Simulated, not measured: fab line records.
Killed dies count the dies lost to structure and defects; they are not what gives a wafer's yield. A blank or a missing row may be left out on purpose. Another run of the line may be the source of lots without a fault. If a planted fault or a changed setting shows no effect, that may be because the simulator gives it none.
Comparing a struck lot with a sound one | flow sfq-line | 42 out of 325 route steps
Sound: wafers L531.2, L531.3, L531.5. Struck: wafer L537.3. (L537.2, L537.6 of the same lot were not struck and are left out.) The cause comes at the end.
For every step that has rows: the tool of each side, followed by ch and its chambers, followed by its first start. Under that, the readings that differ: sound wafers | struck wafers | difference of the means | sigmas: that difference in standard deviations of wafers without a fault.
alike: readings with means less than 2 such deviations apart, plus words and numbers identical on both sides. not compared: withheld readings, readings lacking a value on some wafer, bounds such as >300 that could conceal the same value, and numbers that have no deviation in the record and whose values overlap.
The two part at a step that has a row with sigmas, a row that says differs or no value, or rows on one side only. Numbers that don't overlap but have no deviation are shown without sigmas and don't part them. A reading missing from all wafers of one side parts the sides only when that side holds two or more wafers.

first, 6 steps without rows for these wafers: SFQ_TRILAYER_M1_LITHO_COAT_044 (resist thk 62 nm); SFQ_TRILAYER_M1_LITHO_COAT_039 (resist thk 600 nm); SFQ_TRILAYER_M1_LITHO_SOFTBAKE_043; SFQ_TRILAYER_M1_LITHO_EXPOSE_040 (exposes mask M1, target cd 500 nm); SFQ_TRILAYER_M1_LITHO_PEB_042 (peb time 60 s); SFQ_TRILAYER_M1_LITHO_DEVELOP_041 (time 60 s).
SFQ_M1_OVL_MEAS_911:
  sound: overlay-01 at day 22 18:59; struck: overlay-01 at day 26 03:01
  reading     | sound  | struck | difference | sigmas
  M1_OVL (nm) | 3 4 -3 | -12    | -13        | -2
then, 2 steps without rows for these wafers: SFQ_TRILAYER_M1_BARC_OPEN_METAL_ETCH_054 (etches BARC in O2, target depth 125 nm, time 41.7 s); SFQ_TRILAYER_M1_ETCH_METAL_ETCH_042 (etches Nb in Cl2/Ar, stops on SiO2, target depth 240 nm, time 120 s).
SFQ_TRILAYER_M1_STRIP_STRIP_043: strips in O2.
  sound on rie-metal-02 ch 0,1, day 22 19:12; struck on rie-metal-02 ch 1, day 26 03:14
  alike: drypump-motor-current-A, oes-product-au
  not compared: rf-hours-counter-h
then, 2 steps without rows for these wafers: SFQ_TRILAYER_M1_STRIP_SOLV_CLEAN_044 (cleans in NMP, time 600 s); SFQ_TRILAYER_I1_DEP_PECVD_045 (deposits SiO2 from SiH4/N2O, time 111.11 s, target thk 500 nm).
SFQ_TRILAYER_I1_CMP_CMP_046: polishes SiO2.
  sound on cmp-01 ch 1,2,3, day 22 20:46; struck on cmp-01 ch 0, day 26 05:05
  reading                                             | sound             | struck | difference | sigmas
  platen-rpm (rpm)                                    | 59.98 60.01 60.06 | 59.93  | -0.09      | -2
  time-to-endpoint-s (s)                              | 214 211 213       | 245    | +32        | +5
  model.SiO2_of_TRILAYER_I1_DEP_PECVD_045.thk-nm (nm) | 201.5 200.5 201.8 | 150    | -51        |
  alike: motor-current-A
SFQ_I1_BOW_MEAS_912:
  sound: film-metro-02 at day 22 23:47; struck: film-metro-03 at day 26 07:06
  alike: I1_BOW
SFQ_TRILAYER_I1_METRO_MEASURE_047:
  sound: film-metro-02 at day 23 00:05; struck: film-metro-03 at day 26 07:24
  reading     | sound             | struck | difference | sigmas
  thk-nm (nm) | 201.6 200.5 201.9 | 150.0  | -51.3      | -43
then, 6 steps without rows for these wafers: SFQ_TRILAYER_I1_VIA_LITHO_COAT_054 (resist thk 62 nm); SFQ_TRILAYER_I1_VIA_LITHO_COAT_049 (resist thk 650 nm); SFQ_TRILAYER_I1_VIA_LITHO_SOFTBAKE_053; SFQ_TRILAYER_I1_VIA_LITHO_EXPOSE_050 (exposes mask I1, target cd 500 nm); SFQ_TRILAYER_I1_VIA_LITHO_PEB_052 (peb time 60 s); SFQ_TRILAYER_I1_VIA_LITHO_DEVELOP_051 (time 60 s).
-- the record jumps here: 6 days lie between the struck wafers' starts before and after --
SFQ_I1_OVL_MEAS_913:
  sound: overlay-02 at day 29 14:21; struck: overlay-02 at day 32 03:22
  alike: I1_OVL
then, 1 step without rows for these wafers: SFQ_TRILAYER_I1_VIA_BARC_OPEN_VIA_ETCH_071 (etches BARC in O2, target depth 125 nm, time 41.7 s).
SFQ_TRILAYER_I1_VIA_ETCH_VIA_ETCH_052: etches SiO2 in CHF3, stops on Nb, target depth 260 nm.
  sound on rie-diel-01 ch 0,1,3, day 29 14:25; struck on rie-diel-03 ch 1, day 32 03:26
  reading                        | sound             | struck | difference | sigmas
  oes-product-au (a.u.)          | 0.861 0.852 0.853 | 0.732  | -0.123     | -22
  model.etch.depth-nm (nm)       | 201.5 200.5 201.8 | 150    | -51        |
  model.I1.feature-depth-nm (nm) | 201.5 200.5 201.8 | 150    | -51        |
  alike: drypump-motor-current-A
SFQ_TRILAYER_I1_VIA_STRIP_STRIP_053: strips in O2.
  sound on rie-metal-03 ch 0, day 29 14:32; struck on rie-metal-01 ch 1, day 32 03:33
  reading                     | sound       | struck | difference | sigmas
  drypump-motor-current-A (A) | 6.3 6.3 6.4 | 5.6    | -0.7       | -2
  alike: oes-product-au
  not compared: rf-hours-counter-h
then, 1 step without rows for these wafers: SFQ_TRILAYER_I1_VIA_STRIP_SOLV_CLEAN_054 (cleans in NMP, time 600 s).
SFQ_TRILAYER_M2_DEP_PRE_CLEAN_056: time 22.5 s.
  sound: pvd-sputter-04 at day 29 15:19; struck: pvd-sputter-04 at day 32 04:30
  reading                                             | sound         | struck | difference | sigmas
  model.SiO2_of_TRILAYER_I1_DEP_PECVD_045.thk-nm (nm) | 194 193 194.3 | 142.5  | -51.3      |
SFQ_TRILAYER_M2_DEP_SPUTTER_055: material Nb, target thk 200 nm, time 133.3 s.
  sound: pvd-sputter-04 at day 29 15:20; struck: pvd-sputter-04 at day 32 04:32
  alike: throttle-valve-pct
SFQ_M2_RS_MEAS_914: the measuring method here is four-point-probe.
  sound: film-metro-01 at day 29 15:27; struck: film-metro-04 at day 32 04:38
  reading           | sound             | struck | difference | sigmas
  M2_NB_RS (ohm/sq) | 0.888 0.895 0.900 | 0.875  | -0.019     | -3
then, 6 steps without rows for these wafers: SFQ_TRILAYER_M2_LITHO_COAT_062 (resist thk 62 nm); SFQ_TRILAYER_M2_LITHO_COAT_057 (resist thk 600 nm); SFQ_TRILAYER_M2_LITHO_SOFTBAKE_061; SFQ_TRILAYER_M2_LITHO_EXPOSE_058 (exposes mask M2, target cd 500 nm); SFQ_TRILAYER_M2_LITHO_PEB_060 (peb time 60 s); SFQ_TRILAYER_M2_LITHO_DEVELOP_059 (time 60 s).
-- the record jumps here: 5 days lie between the struck wafers' starts before and after --
SFQ_M2_OVL_MEAS_916:
  sound: overlay-02 at day 34 07:08; struck: overlay-01 at day 37 11:50
  alike: M2_OVL
SFQ_TRILAYER_M2_BARC_OPEN_METAL_ETCH_077: etches BARC in O2, target depth 125 nm, time 41.7 s.
  sound on rie-metal-01 ch 0,1, day 34 07:10; struck on rie-metal-03 ch 1, day 37 11:52
  alike: drypump-motor-current-A, oes-product-au
  not compared: rf-hours-counter-h
then, 3 steps without rows for these wafers: SFQ_TRILAYER_M2_ETCH_METAL_ETCH_060 (etches Nb in Cl2/Ar, stops on SiO2, target depth 240 nm, time 120 s); SFQ_TRILAYER_M2_STRIP_STRIP_061 (strips in O2); SFQ_TRILAYER_M2_STRIP_SOLV_CLEAN_062 (cleans in NMP, time 600 s).
SFQ_TRILAYER_I2_DEP_PECVD_063: deposits SiO2 from SiH4/N2O, time 111.11 s, target thk 500 nm.
  sound on pecvd-02 ch 0,2, day 34 08:08; struck on pecvd-01 ch 1, day 37 13:00
  alike: heater-power-w, susceptor-temp-C, throttle-valve-pct
  not compared: since-wet-clean-h
-- the record jumps here: 52 days lie between the struck wafers' starts before and after --
SFQ_M8_BOW_MEAS_951:
  sound: film-metro-04 at day 83 23:58; struck: film-metro-02 at day 89 16:38
  reading                 | sound           | struck | difference | sigmas
  model.etest.i1.link-ohm | 1.968 1.98 1.98 | 1.89   | -0.09      |
  alike: M8_BOW

WHERE THEY PART
First at SFQ_M1_OVL_MEAS_911; last, within this record, at SFQ_M2_RS_MEAS_914. Later steps at which nothing parts them and some readings are alike: SFQ_M2_OVL_MEAS_916, SFQ_TRILAYER_M2_BARC_OPEN_METAL_ETCH_077, SFQ_TRILAYER_I2_DEP_PECVD_063, SFQ_M8_BOW_MEAS_951.

WHY: what had been put in by the simulator
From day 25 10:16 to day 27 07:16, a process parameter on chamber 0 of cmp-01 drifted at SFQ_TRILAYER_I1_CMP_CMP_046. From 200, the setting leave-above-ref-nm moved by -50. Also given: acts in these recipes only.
